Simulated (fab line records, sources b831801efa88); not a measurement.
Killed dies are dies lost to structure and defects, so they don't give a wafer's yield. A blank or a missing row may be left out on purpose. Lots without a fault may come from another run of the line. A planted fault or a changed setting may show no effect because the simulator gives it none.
fab line records | flow sky130
record lots=5 wafers=15 last_day=50
route steps=708 shown METAL3@555 PAD_OPEN@708
lots that met no fault: from a run of the same line without faults
start_h: hours from the record's first day to the start of the lot's first wafer shown | wait_h: hours since the lot's step before | " the same as in the row above | L1.1+2: a row that stands for several wafers | - no value, or no start given | * or withheld: withheld | < > ~ a bound
route shown NAME@n: a module of which the file shows steps, and the number in the route of the first | usual: mean/standard deviation of fault-free wafers | same: alike in all rows | chamber/n: place in a boat | sites: the reading at each site | _std_site: their standard deviation | _edge_site: outer sites' mean less inner sites' | radius_mm: how far each site lies from the wafer's centre | mask NAME#n: copy n | behind: the tool/chamber that last shaped the wafer | hold: why the lot was held/for how many hours/how that ended | device: the transistor (n, p or np) that didn't switch | end of line: the same wafers' tests at the end of the route | a step without rows: its recipe alone | killed: dies lost to structure and defects at the first sort, not the wafer's yield | map: a wafer's dies, x killed, . not, _ none there
set.NAME: the setting as run; set.NAME@STEP: as run at that earlier step | model.NAME: the simulator's own value behind a step, which no gauge read
lots at some steps of the route; a table a step, a row a wafer
services: from which hour (start_h, from the record's first day; less than 0 if before it) a tool's chamber was out of use, for how many hours, and why
## steps
# step SKY_METAL3_DEHYDRATE_05
# recipe temp_c=200 time_s=60
# step SKY_METAL3_HMDS_06
# recipe prime_time_s=60 prime_temp_c=120
# step SKY_METAL3_COAT_07
# recipe resist=BARC temp_c=withheld time_s=withheld spin_rpm=3000 resist_thk_nm=60
# step SKY_METAL3_COAT_08
# recipe resist=KrF-thick spin_rpm=3000 resist_thk_nm=1140
# step SKY_METAL3_SOFTBAKE_09
# recipe temp_c=100 time_s=90 resist=KrF-thick
# step SKY_METAL3_EXPOSE_10
# recipe mask_id=MM3 na=0.68 source_shape=annular sigma_inner=0.4 sigma_outer=0.8 target_cd_nm=300 dose_mj=28
# step SKY_METAL3_PEB_11
# recipe peb_temp_c=withheld peb_time_s=withheld resist=KrF-thick
# step SKY_METAL3_DEVELOP_12
# recipe develop_time_s=60 resist=KrF-thick dev_temp_c=21
# step SKY_METAL3_CD_MEAS_13
# recipe target_cd_nm=300
# usual cd_nm=300.1/1.8
# columns lot.wafer tool chamber start_h wait_h cd_nm
L590.2 cd_sem-02 - 914.82 - 296.7
L590.3 " - " " 299.2
L590.6 " - " " 297.5
L592.2 cd_sem-01 - 930.34 - 297.7
L592.4 " - " " 299.7
L592.5 " - " " 298.8
L596.1 cd_sem-02 - 985.27 - 300.5
L596.2 " - " " 301.0
L596.3 " - " " 301.3
L597.3 cd_sem-01 - 986.01 - 299.8
L597.4 " - " " 300.9
L597.6 " - " " 298.8
L607.2 cd_sem-02 - 1047.63 - 299.8
L607.5 " - " " 299.4
L607.6 " - " " 299.8
# step SKY_METAL3_OVL_MEAS_14
# usual METAL3_OVL=-3/5.4
# columns lot.wafer tool chamber start_h wait_h METAL3_OVL[nm]
L590.2 overlay-02 - 914.92 0.1 0
L590.3 " - " " 3
L590.6 " - " " -8
L592.2 overlay-01 - 930.45 0.1 2
L592.4 " - " " 4
L592.5 " - " " 4
L596.1 overlay-01 - 985.39 0.1 -6
L596.2 " - " " -16
L596.3 " - " " -1
L597.3 overlay-02 - 986.11 0.1 -8
L597.4 " - " " -6
L597.6 " - " " -6
L607.2 overlay-02 - 1047.73 0.1 10
L607.5 " - " " 5
L607.6 " - " " 4
# step SKY_METAL3_DESCUM_15
# recipe chemistry=O2 source_power_w=150 bias_power_w=0 pressure_mtorr=10 temp_c=40 time_s=8
# usual drypump_motor_current_A=6.02/0.28 oes_product_au=1.003/0.01
# columns lot.wafer tool chamber start_h wait_h drypump_motor_current_A oes_product_au rf_hours_counter_h
L590.2 rie_metal-04 1 914.95 0.0 6.09 1.006 13
L590.3 " 1 " " 6.07 1.008 -
L590.6 " 0 " " 5.82 1.017 -
L592.2 rie_metal-03 0 930.48 0.0 6.05 1.008 10
L592.4 " 0 " " 6.03 1.008 -
L592.5 " 0 " " 6.04 1.008 -
L596.1 rie_metal-01 1 985.43 0.0 5.47 0.996 18
L596.2 " 0 " " 6.42 1.000 7
L596.3 " 0 " " 6.42 1.001 -
L597.3 rie_metal-04 1 986.14 0.0 6.06 1.006 -
L597.4 " 0 " " 5.82 1.024 -
L597.6 " 1 " " 6.09 1.007 -
L607.2 rie_metal-04 0 1047.77 0.0 5.82 1.014 -
L607.5 " 0 " " 5.83 1.009 -
L607.6 " 0 " " 5.81 1.023 -
# step SKY_METAL3_ETCH_16
# recipe chemistry=N2/H2 target=BARC ion_energy_ev=200 bias_w=100 pressure_mtorr=30 n2_flow_sccm=100 h2_flow_sccm=200 icp_w=500 stop_on=SiO2 time_s=88.2 target_depth_a=600
# usual bias_w=100.0/0.32 drypump_motor_current_A=6.03/0.28 oes_product_au=0.626/0.0042 throttle_valve_pct=13.205/0.0091
# columns lot.wafer tool chamber start_h wait_h bias_w drypump_motor_current_A oes_product_au rf_hours_counter_h throttle_valve_pct
L590.2 rie_metal-04 1 914.99 0.0 99.6 6.10 0.628 13 13.202
L590.3 " 1 " " 99.4 6.10 0.627 - 13.185
L590.6 " 0 " " 99.1 5.85 0.634 - 13.200
L592.2 rie_metal-03 0 930.51 0.0 99.9 6.05 0.623 10 13.214
L592.4 " 0 " " 100.0 6.04 0.624 - 13.200
L592.5 " 0 " " 99.3 6.04 0.631 - 13.210
L596.1 rie_metal-01 1 985.46 0.0 100.3 5.47 0.628 18 13.213
L596.2 " 0 " " 100.1 6.43 0.623 7 13.216
L596.3 " 0 " " 100.5 6.44 0.624 - 13.193
L597.3 rie_metal-04 1 986.19 0.0 100.1 6.08 0.617 - 13.205
L597.4 " 0 " " 100.2 5.82 0.629 - 13.210
L597.6 " 1 " " 100.3 6.08 0.626 - 13.219
L607.2 rie_metal-04 0 1047.86 0.1 99.8 5.83 0.625 - 13.189
L607.5 " 0 " " 99.7 5.83 0.621 - 13.205
L607.6 " 0 " " 99.8 5.82 0.628 - 13.191
# step SKY_METAL3_ETCH_17
# recipe target=SiO2 stop_on=TiN chemistry=C4F8/O2/Ar source_w=1500 bias_w=1200 pressure_mtorr=40 c4f8_flow_sccm=withheld O2_flow_sccm=6 Ar_flow_sccm=300 time_s=3.9 target_depth_a=150
# usual bias_w=1200/3.8 oes_product_au=0.753/0.0066
# columns lot.wafer tool chamber start_h wait_h bias_w oes_product_au rf_hours_counter_h
L590.2 rie_diel-03 0 915.08 0.1 1202 0.741 18
L590.3 " 2 " " 1202 0.752 4
L590.6 " 2 " " 1200 0.752 -
L592.2 rie_diel-02 3 930.61 0.1 1197 0.739 3
L592.4 " 2 " " 1201 0.759 7
L592.5 " 0 " " 1203 0.750 -
L596.1 rie_diel-04 2 985.56 0.1 1201 0.745 21
L596.2 " 1 " " 1199 0.750 13
L596.3 " 3 " " 1199 0.749 19
L597.3 rie_diel-02 2 986.26 0.0 1194 0.744 9
L597.4 " 1 " " 1153 0.760 17
L597.6 " 3 " " 1203 0.754 -
L607.2 rie_diel-03 0 1048.02 0.1 1203 0.759 22
L607.5 " 0 " " 1201 0.763 -
L607.6 " 3 " " 1202 0.756 -
# step SKY_METAL3_METAL_ETCH_18
# recipe target_depth_a=8450 stop_on=SiO2 over_etch_frac=0.3 time_s=183.1 chemistry=Cl2/BCl3 resist_sidewall_deg=88 pressure_mtorr=10 icp_w=900 bias_w=48.5 Cl2_flow_sccm=60 bcl3_flow_sccm=30
# usual bcl3_flow_sccm=29.99/0.091 bias_w=48.50/0.12 drypump_motor_current_A=6.0/0.34 oes_product_au=0.867/0.0064 throttle_valve_pct=22.265/0.0097
# columns lot.wafer tool chamber start_h wait_h bcl3_flow_sccm bias_w drypump_motor_current_A oes_product_au rf_hours_counter_h throttle_valve_pct
L590.2 rie_metal-03 1 915.10 0.0 30.02 48.58 6.2 0.865 12 22.259
L590.3 " 1 " " 30.02 48.51 6.2 0.867 - 22.257
L590.6 " 1 " " 29.90 48.53 6.2 0.871 - 22.254
L592.2 rie_metal-01 0 930.63 0.0 29.94 48.34 6.4 0.868 4 22.244
L592.4 " 0 " " 29.92 48.34 6.4 0.866 - 22.265
L592.5 " 0 " " 29.88 48.45 6.4 0.879 - 22.257
L596.1 rie_metal-03 0 985.58 0.0 29.98 48.56 6.0 0.871 13 22.260
L596.2 " 1 " " 29.94 48.73 6.2 0.875 15 22.259
L596.3 " 1 " " 30.12 48.61 6.2 0.870 - 22.270
L597.3 rie_metal-01 0 986.34 0.1 29.95 48.43 6.4 0.863 - 22.276
L597.4 " 1 " " 30.10 48.51 5.5 0.861 - 22.260
L597.6 " 0 " " 29.92 48.42 6.4 0.874 - 22.269
L607.2 rie_metal-03 0 1048.04 0.0 29.97 48.59 6.0 0.854 16 22.275
L607.5 " 0 " " 29.98 48.47 6.0 0.857 - 22.267
L607.6 " 1 " " 29.96 48.47 6.3 0.865 - 22.268
# step SKY_PAD_OPEN_PROBE_99
# usual defect_limited_yield=82.4/1.8 killed_at_M0_to_M3=43/7.8 killed_at_M4_up=3.2/1.7 killed_at_contacts=24/5.2 killed_at_front_end=15/4.5 killed_at_other=0.4/0.65 killed_dies=87/9.1 killed_open=47/7.3 killed_short=40/6.5 sort_bin_3_pad_short=0.9/0.46 sort_bin_5_function=10.4/1.5 sort_bin_6_memory=6.3/1 sort_n_pass=405/9.1 sort_yield_pct=82.4/1.8
# same gross_dies=492 killed_at_back_side=0 sort_bin_4_leakage[%]=0 sort_bin_8_speed[%]=0
# columns lot.wafer tool chamber start_h wait_h defect_limited_yield[%] killed_at_M0_to_M3 killed_at_M4_up killed_at_contacts killed_at_front_end killed_at_other killed_dies killed_open killed_short sort_bin_3_pad_short[%] sort_bin_5_function[%] sort_bin_6_memory[%] sort_n_pass sort_yield_pct[%]
L590.2 prober-02 - 1084.66 0.1 84.3 39 2 21 14 1 77 45 32 0.2 10.2 5.3 415 84.3
L590.3 prober-02 - 1084.71 0.2 82.9 35 5 28 16 0 84 42 41 1.4 8.3 7.3 408 82.9
L590.6 prober-02 - 1084.86 0.2 84.8 34 4 21 16 0 75 37 37 0.4 10.2 4.7 417 84.8
L592.2 prober-02 - 1098.17 0.1 83.9 45 0 20 13 1 79 43 36 0.8 9.3 5.9 413 83.9
L592.4 prober-02 - 1098.27 0.2 78.0 54 4 19 31 0 108 60 47 1.6 14.0 6.3 384 78.0
L592.5 prober-02 - 1098.32 0.2 78.9 59 4 21 19 1 104 56 48 1.2 14.0 5.9 388 78.9
L596.1 prober-02 - 1142.17 0.1 81.3 40 4 29 18 1 92 49 42 0.4 11.2 7.1 400 81.3
L596.2 prober-02 - 1142.22 0.1 81.5 49 3 21 18 0 91 52 39 0.6 12.4 5.5 401 81.5
L596.3 prober-02 - 1142.27 0.2 79.5 53 4 24 18 2 101 60 40 0.8 13.8 5.9 391 79.5
L597.3 prober-01 - 1144.13 0.2 80.5 50 1 28 16 1 96 54 42 0.6 8.5 10.4 396 80.5
L597.4 prober-01 - 1144.18 0.2 82.1 48 1 19 20 0 88 50 38 0.6 10.0 7.3 404 82.1
L597.6 prober-01 - 1144.28 0.2 85.2 42 6 15 10 0 73 41 32 0.8 9.3 4.7 419 85.2
L607.2 prober-01 - 1192.71 0.1 87.6 28 0 21 9 3 61 32 26 0.2 8.7 3.5 431 87.6
L607.5 prober-01 - 1192.86 0.2 81.9 45 4 26 14 0 89 41 48 0.4 10.8 6.9 403 81.9
L607.6 prober-01 - 1192.91 0.2 82.9 56 2 16 10 0 84 42 42 0.4 10.4 6.3 408 82.9
# killed by level:class
L590.2 CONTACT:geometric_particle:open=10 METAL1:geometric_particle:short=9 VIA1:geometric_particle:open=7 VIA2:geometric_particle:open=6 LI_CONTACT:geometric_particle:open=5 VIA3:geometric_particle:open=5 FIELD_ISO:geometric_particle:short=4 POLY_GATE:geometric_particle:open=4
L590.3 CONTACT:geometric_particle:open=10 CONTACT:geometric_particle:short=9 POLY_GATE:geometric_particle:short=7 VIA3:geometric_particle:short=7 VIA3:geometric_particle:open=6 VIA2:geometric_particle:open=6 LI_CONTACT:geometric_particle:open=5 VIA1:geometric_particle:open=5
L590.6 METAL1:geometric_particle:short=10 CONTACT:geometric_particle:open=8 LI_CONTACT:geometric_particle:open=6 FIELD_ISO:geometric_particle:open=5 CONTACT:geometric_particle:short=5 VIA2:geometric_particle:open=5 POLY_GATE:geometric_particle:short=4 VIA1:geometric_particle:open=4
L592.2 VIA2:geometric_particle:open=10 LI_CONTACT:geometric_particle:open=9 FIELD_ISO:geometric_particle:open=5 VIA1:geometric_particle:short=5 METAL1:geometric_particle:short=5 VIA1:geometric_particle:open=5 VIA3:geometric_particle:open=5 FIELD_ISO:geometric_particle:short=4
L592.4 VIA2:geometric_particle:open=11 FIELD_ISO:geometric_particle:short=8 CONTACT:geometric_particle:open=8 VIA1:geometric_particle:open=8 LI_CONTACT:geometric_particle:open=7 METAL2:geometric_particle:short=7 METAL1:geometric_particle:short=6 POLY_GATE:geometric_particle:open=5
L592.5 VIA1:geometric_particle:open=12 VIA1:geometric_particle:short=10 FIELD_ISO:geometric_particle:open=8 METAL1:geometric_particle:short=8 VIA3:geometric_particle:open=8 CONTACT:geometric_particle:open=8 VIA2:geometric_particle:open=8 FIELD_ISO:geometric_particle:short=6
L596.1 CONTACT:geometric_particle:open=13 CONTACT:geometric_particle:short=7 VIA1:geometric_particle:open=7 POLY_GATE:geometric_particle:open=5 METAL2:geometric_particle:short=5 VIA2:geometric_particle:short=5 POLY_GATE:geometric_particle:short=4 LI_CONTACT:geometric_particle:open=4
L596.2 VIA1:geometric_particle:open=10 VIA2:geometric_particle:open=10 FIELD_ISO:geometric_particle:open=7 VIA3:geometric_particle:open=6 CONTACT:geometric_particle:short=6 METAL1:geometric_particle:short=6 LI_CONTACT:geometric_particle:open=5 CONTACT:geometric_particle:open=5
L596.3 VIA1:geometric_particle:open=18 VIA2:geometric_particle:open=11 CONTACT:geometric_particle:open=9 LI_CONTACT:geometric_particle:short=6 CONTACT:geometric_particle:short=6 VIA3:geometric_particle:open=6 POLY_GATE:geometric_particle:short=5 VIA1:geometric_particle:short=4
L597.3 VIA1:geometric_particle:open=17 LI_CONTACT:geometric_particle:open=9 POLY_GATE:geometric_particle:open=6 CONTACT:geometric_particle:short=6 METAL2:geometric_particle:short=6 CONTACT:geometric_particle:open=6 VIA3:geometric_particle:open=6 LOCAL_INTERCONNECT:geometric_particle:short=5
L597.4 VIA1:geometric_particle:open=17 CONTACT:geometric_particle:open=11 FIELD_ISO:geometric_particle:open=6 POLY_GATE:geometric_particle:short=5 METAL2:geometric_particle:short=5 METAL1:geometric_particle:short=5 POLY_GATE:geometric_particle:open=4 VIA2:geometric_particle:short=4
L597.6 METAL1:geometric_particle:short=8 VIA3:geometric_particle:open=8 LI_CONTACT:geometric_particle:open=7 FIELD_ISO:geometric_particle:open=5 CONTACT:geometric_particle:open=5 VIA1:geometric_particle:open=5 METAL2:geometric_particle:short=5 METAL4:geometric_particle:short=5
L607.2 CONTACT:geometric_particle:open=9 VIA1:geometric_particle:open=7 VIA2:geometric_particle:open=6 VIA3:geometric_particle:short=5 METAL2:geometric_particle:short=4 FIELD_ISO:geometric_particle:short=3 VIA1:geometric_particle:short=3 LI_CONTACT:geometric_particle:short=3
L607.5 CONTACT:geometric_particle:open=12 VIA1:geometric_particle:open=8 METAL2:geometric_particle:short=8 CONTACT:geometric_particle:short=7 METAL1:geometric_particle:short=7 FIELD_ISO:geometric_particle:short=5 LI_CONTACT:geometric_particle:open=5 VIA3:geometric_particle:short=5
L607.6 VIA1:geometric_particle:open=11 VIA2:geometric_particle:short=9 VIA2:geometric_particle:open=9 VIA3:geometric_particle:open=6 POLY_GATE:geometric_particle:short=5 VIA1:geometric_particle:short=5 CONTACT:geometric_particle:short=5 CONTACT:geometric_particle:open=5
## services
# columns tool chamber start_h hours kind
rie_diel-04 0 895.37 4.6 repair
rie_diel-02 - 898.53 0.5 repair
rie_diel-04 2 900.68 3.8 repair
rie_metal-01 - 926.48 0.4 repair
rie_metal-04 1 1019.34 12.3 repair
rie_diel-04 2 1037.38 6.4 repair
rie_diel-02 0 1046.18 16.5 repair
rie_metal-04 1 1046.88 4.4 repair
## key
first_sign step=SKY_METAL3_ETCH_17 reading=bias_w direction=down sigmas=13 usual=1200 struck=1153
effect none on later readings
met_at SKY_METAL3_ETCH_17
struck_wafers L597.4
fault kind=process_parameter_drift tool=rie_diel-02 chamber=1 onset_h=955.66 steps=SKY_METAL3_ETCH_17 channel=bias_w offset=-46.817 shape=step end_h=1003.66 acts_in=these_recipes_only stated=1200
